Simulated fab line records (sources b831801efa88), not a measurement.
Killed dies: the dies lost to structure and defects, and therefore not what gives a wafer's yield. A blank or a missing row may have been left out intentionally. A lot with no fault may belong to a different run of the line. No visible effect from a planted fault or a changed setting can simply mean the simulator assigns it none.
Chamber matching    flow gf180mcu    GF_CONTACT_CMP_04 on cmp-01 has 4 sister chambers
The step polishes SiO2. 4 wafers are shown with their chamber, then 6 later ones without.

## EACH WAFER AND ITS CHAMBER
wafer   chamber  motorCurrentA (A)
L825.6  1        13.1
L826.2  0        12.8
L827.1  2        9.7
L827.3  3        11.2

## WAFERS WITHOUT THEIR CHAMBER
wafer   motorCurrentA (A)
L827.6  12.5
L839.3  13.0
L839.6  10.8
L840.1  13.0
L840.3  11.7
L840.6  13.2

## WHICH CHAMBER EACH WENT THROUGH
wafer    from the rows above       in truth
L827.6   can't be placed: 0 or 1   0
L839.3   can't be placed: 1 or 0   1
L839.6   3                         3
L840.1   can't be placed: 1 or 0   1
L840.3   3                         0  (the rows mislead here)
L840.6   can't be placed: 1 or 0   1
Correctly placed: 1 of 6. Cannot be placed on the basis of these rows: 4; the candidates contain the true chamber in 4. Number placed wrongly: 1.
How it was worked out, from the rows above alone: a wafer's distance from a chamber is the root of the sum, over the readings, of the square of ((its reading less the chamber's mean) divided by the reading's scatter). If the next closest chamber is less than 2 further off than the closest, the wafer can't be placed; otherwise it belongs to the closest. A chamber's mean is the mean of its shown wafers. The scatter: with one shown wafer a chamber, the root of the mean of the squares of how far each hidden wafer lies from its nearest shown one.
